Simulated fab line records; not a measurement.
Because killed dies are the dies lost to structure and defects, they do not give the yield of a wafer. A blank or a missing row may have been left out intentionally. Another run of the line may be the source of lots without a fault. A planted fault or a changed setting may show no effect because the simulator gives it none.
Which tool was responsible? -- flow sky130 -- 36 wafers from 12 lots sampled at 5 of the route's 708 steps

## WHAT THE GAUGES SHOWED, per wafer
SKY_NWELL_OVL_MEAS_10. Usual: NWELL_00_OVL gives 0.1 nm (standard deviation 1.2).
lot,measured,on,NWELL_00_OVL (nm),flag
L270,day 5 01:43,overlay-02,0.4 0.6 -0.6,
L272,day 5 13:08,overlay-02,0.1 0.6 0.0,
L273,day 6 00:22,overlay-01,2.0 0.7 0.9,
L274,day 6 03:44,overlay-02,1.2 1.4 2.1,
L275,day 6 05:52,overlay-01,-1.7 -1.5 0.5,
L276,day 6 11:25,overlay-01,0.0 1.5 -0.4,
L277,day 6 20:12,overlay-02,1.0 -0.1 1.0,
L281,day 7 18:43,overlay-02,-1.0 1.0 -0.1,
L283,day 8 05:55,overlay-01,0.2 0.0 -0.2,
L284,day 8 10:30,overlay-01,-0.8 -0.4 -0.9,
L286,day 8 21:37,overlay-01,0.5 -1.2 0.1,
L290,day 9 20:50,overlay-02,-0.4 0.5 0.1,

SKY_NWELL_RS_MEAS_29: measurement is done with a four-point probe. Usual: NWELL_RS gives 625.2 ohm/sq (standard deviation 1.7).
lot,measured,on,NWELL_RS (ohm/sq),flag
L270,day 5 20:13,film-metro-01,626.7 627.3 625.4,
L272,day 6 09:29,film-metro-02,626.4 624.6 625.2,
L273,day 6 21:20,film-metro-01,626.2 625.9 625.0,
L274,day 7 00:31,film-metro-03,624.7 623.5 624.0,
L275,day 7 02:41,film-metro-03,625.8 626.6 626.1,
L276,day 7 08:12,film-metro-01,625.1 624.1 626.1,
L277,day 7 17:22,film-metro-01,638.4 637.6 634.2,OFF
L281,day 8 16:20,film-metro-03,635.7 633.4 632.9,OFF
L283,day 9 04:24,film-metro-03,628.9 628.2 628.6,
L284,day 9 08:28,film-metro-01,621.4 624.0 624.4,
L286,day 9 19:50,film-metro-02,624.8 624.8 623.9,
L290,day 10 19:06,film-metro-02,627.0 625.5 626.1,

## WHAT TOOL EACH LOT RAN ON (gives the tool, then ch and the chambers of the sampled wafers, and finally the start)
lot,SKY_FIELD_ISO_STRIP_16,SKY_FIELD_ISO_CMP_27,SKY_NWELL_IMPLANT_13
L270,"plasma-asher-03 ch 0,1, day 2 16:55","cmp-01 ch 0,1,3, day 2 21:46","implanter-04 ch 0, day 5 02:05"
L272,"plasma-asher-03 ch 0,1, day 3 01:13","cmp-02 ch 0,3, day 3 07:05","implanter-04 ch 0, day 5 13:31"
L273,"plasma-asher-03 ch 0,1, day 3 10:54","cmp-02 ch 1,3, day 3 16:23","implanter-02 ch 0, day 6 00:43"
L274,"plasma-asher-04 ch 0,1, day 3 14:08","cmp-02 ch 0,3, day 3 18:13","implanter-01 ch 0, day 6 04:04"
L275,"plasma-asher-04 ch 0,1, day 3 16:51","cmp-01 ch 0,1, day 3 22:52","implanter-01 ch 0, day 6 06:12"
L276,"plasma-asher-04 ch 0,1, day 3 21:32","cmp-01 ch 0,1,2, day 4 02:34","implanter-04 ch 0, day 6 11:45"
L277,"plasma-asher-03 ch 0,1, day 4 04:18","cmp-01 ch 0,1,2, day 4 08:16","implanter-01 ch 0, day 6 20:35"
L281,"plasma-asher-04 ch 0,1, day 5 00:04","cmp-01 ch 0,2,3, day 5 04:52","implanter-01 ch 0, day 7 19:03"
L283,"plasma-asher-01 ch 0,1, day 5 11:18","cmp-01 ch 0,1,2, day 5 15:14","implanter-02 ch 0, day 8 06:18"
L284,"plasma-asher-03 ch 0,1, day 5 15:59","cmp-01 ch 0,2, day 5 19:59","implanter-02 ch 0, day 8 10:50"
L286,"plasma-asher-03 ch 0,1, day 6 02:49","cmp-02 ch 1,2,3, day 6 06:11","implanter-02 ch 0, day 8 21:57"
L290,"plasma-asher-01 ch 0,1, day 6 23:30","cmp-02 ch 0,1,2, day 7 03:52","implanter-04 ch 0, day 9 21:10"
- SKY_FIELD_ISO_STRIP_16: strips in O2/N2.
- SKY_FIELD_ISO_CMP_27: polishes, stops on Si3N4, t overpolish 16 s, target thk 457.8 nm.
- SKY_NWELL_IMPLANT_13

## WHAT THE TOOLS THEMSELVES READ (means of the sampled wafers that have a number; where no wafer has one, the mark that the record gives instead)
SKY_FIELD_ISO_STRIP_16. Usual: drypump-motor-current-A 5.8 A, standard deviation 0.38; oes-product-au 0.378 a.u., standard deviation 0.0052; strip-time-to-endpoint-s 3.54 s, standard deviation 0.04.
lot,tool,drypump-motor-current-A (A),oes-product-au (a.u.),strip-time-to-endpoint-s (s),flag
L270,plasma-asher-03,5.7,0.374,3.54,
L272,plasma-asher-03,5.4,0.379,3.59,
L273,plasma-asher-03,5.7,0.374,3.54,
L274,plasma-asher-04,5.8,0.379,3.55,
L275,plasma-asher-04,5.7,0.377,3.53,
L276,plasma-asher-04,5.8,0.379,3.51,
L277,plasma-asher-03,5.7,0.372,3.52,
L281,plasma-asher-04,5.7,0.377,3.58,
L283,plasma-asher-01,5.8,0.378,3.50,
L284,plasma-asher-03,5.7,0.379,3.56,
L286,plasma-asher-03,5.5,0.378,3.56,
L290,plasma-asher-01,6.1,0.375,3.49,

SKY_FIELD_ISO_CMP_27. Usual: motor-current-A 11.2 A, standard deviation 1; overpolish-run-s 16.000 s, standard deviation 0.0087; time-to-endpoint-s 113 s, standard deviation 4.5.
lot,tool,motor-current-A (A),overpolish-run-s (s),time-to-endpoint-s (s),flag
L270,cmp-01,11.0,15.999,108,
L272,cmp-02,11.8,16.002,110,
L273,cmp-02,10.9,16.000,115,
L274,cmp-02,10.6,16.004,113,
L275,cmp-01,11.0,16.004,117,
L276,cmp-01,11.0,16.003,117,
L277,cmp-01,11.3,16.010,116,
L281,cmp-01,10.9,15.995,114,
L283,cmp-01,10.8,15.998,115,
L284,cmp-01,10.9,15.992,117,
L286,cmp-02,11.2,15.993,111,
L290,cmp-02,12.4,15.995,113,

SKY_NWELL_IMPLANT_13. Usual: dose-ions-cm2 7e+11, standard deviation 7.4e+08; faraday-current-uA 3.95, standard deviation 0.085.
lot,tool,dose-ions-cm2,faraday-current-uA,flag
L270,implanter-04,7e+11,3.84,
L272,implanter-04,7e+11,3.95,
L273,implanter-02,7e+11,4.00,
L274,implanter-01,7e+11,3.98,
L275,implanter-01,7e+11,3.92,
L276,implanter-04,7e+11,4.00,
L277,implanter-01,4e+11,2.11,OFF
L281,implanter-01,4e+11,2.12,OFF
L283,implanter-02,7e+11,3.97,
L284,implanter-02,7e+11,4.01,
L286,implanter-02,7e+11,3.95,
L290,implanter-04,7e+11,3.93,

## THE ANSWER, worked out from the rows above alone
Rule: lot off if the mean of its wafers having a number is beyond 3 standard deviations from the usual mean. A lot without any number at a reading at which 4 lots or more have one is off too. Any other lot the step has rows for is counted as sound. The gauges are gone through in route order, then the tools' own readings, and for those a lot's mean is taken as printed above. The first step at which some lot is off is used, and at that step the reading that is off furthest; a lot without a number counts as furthest.
Off: L277, L281, seen at SKY_NWELL_RS_MEAS_29 (NWELL_RS).
A tool fits if, at a process step before that reading, it ran every lot that is off, and no sound lot after the first of them. The gauges at SKY_NWELL_RS_MEAS_29 aren't tried: what is off there is off at SKY_NWELL_IMPLANT_13 too, on other tools, and a gauge's error can't cause that. One fits: implanter-01 at SKY_NWELL_IMPLANT_13. Its last sound lot is L275 (day 6 06:12), its first lot that is off L277 (day 6 20:35): a fault that began between those two fits.
The tool's own readings at SKY_NWELL_IMPLANT_13 bear it out: on the lots that are off they differ by more than 5 times the standard deviation of the sound lots' means. dose-ions-cm2 reads 4e+11 there against 7e+11 on the sound lots; faraday-current-uA reads 2.12 there against 3.96 on the sound lots.

## WHAT THE SIMULATOR HAD INSERTED
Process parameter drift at SKY_NWELL_IMPLANT_13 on implanter-01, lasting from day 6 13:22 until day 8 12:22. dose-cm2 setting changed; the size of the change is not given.
Struck lots among those shown: L277, L281. The rule above found the same.
